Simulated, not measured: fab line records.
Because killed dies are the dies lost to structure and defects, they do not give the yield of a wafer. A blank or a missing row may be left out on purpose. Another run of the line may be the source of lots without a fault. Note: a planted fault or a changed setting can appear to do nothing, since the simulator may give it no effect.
Which tool was responsible?	flow gf180mcu	at 1 step of a route of 602, 12 lots with 36 wafers sampled

## WHAT THE GAUGES SHOWED, per wafer
GF_HV_LDD_CD_MEAS_46 targets a cd of 400 nm.
lot	measured	on	cd nm (nm)
L075	day 13 03:25	cd sem-02	399.5 400.8 402.3
L077	day 13 10:30	cd sem-01	400.7 399.1 401.8
L079	day 14 11:33	cd sem-01	400.3 400.6 400.0
L080	day 14 20:55	cd sem-02	393.9 394.7 396.6
L083	day 15 14:16	cd sem-02	396.4 396.4 396.6
L085	day 16 02:18	cd sem-02	403.0 402.7 403.8
L087	day 16 14:50	cd sem-01	403.1 400.9 399.9
L089	day 17 08:42	cd sem-02	396.3 396.3 396.2
L091	day 18 03:33	cd sem-01	403.2 402.3 403.7
L093	day 18 14:54	cd sem-02	397.1 397.7 399.6
L095	day 19 10:19	cd sem-01	401.3 402.7 401.8
L097	day 19 21:13	cd sem-01	402.6 400.5 399.3

## WHAT TOOL EACH LOT RAN ON (gives the tool, then ch and the chambers of the sampled wafers, and finally the start)
The record shows no process step preceding these readings.

## THE ANSWER, worked out from the rows above alone
Rule: the usual values come from the lots themselves. The widest of any qualifying gaps counts: lots, ordered by their means at a reading, are off when they make up no more than a third of the lots, leave a main group of 4 or more, and stand apart from it by 3 or more times the standard deviation of that group's means. The tables above print the reading to a certain number of digits; a main group whose means all agree to those digits is not used. A lot without any number at a reading at which 4 lots or more have one is off too. Any other lot the step has rows for is counted as sound.
Across all readings shown, no lot is off: no conclusion can be drawn from this.

## WHAT WAS PUT IN BY THE SIMULATOR
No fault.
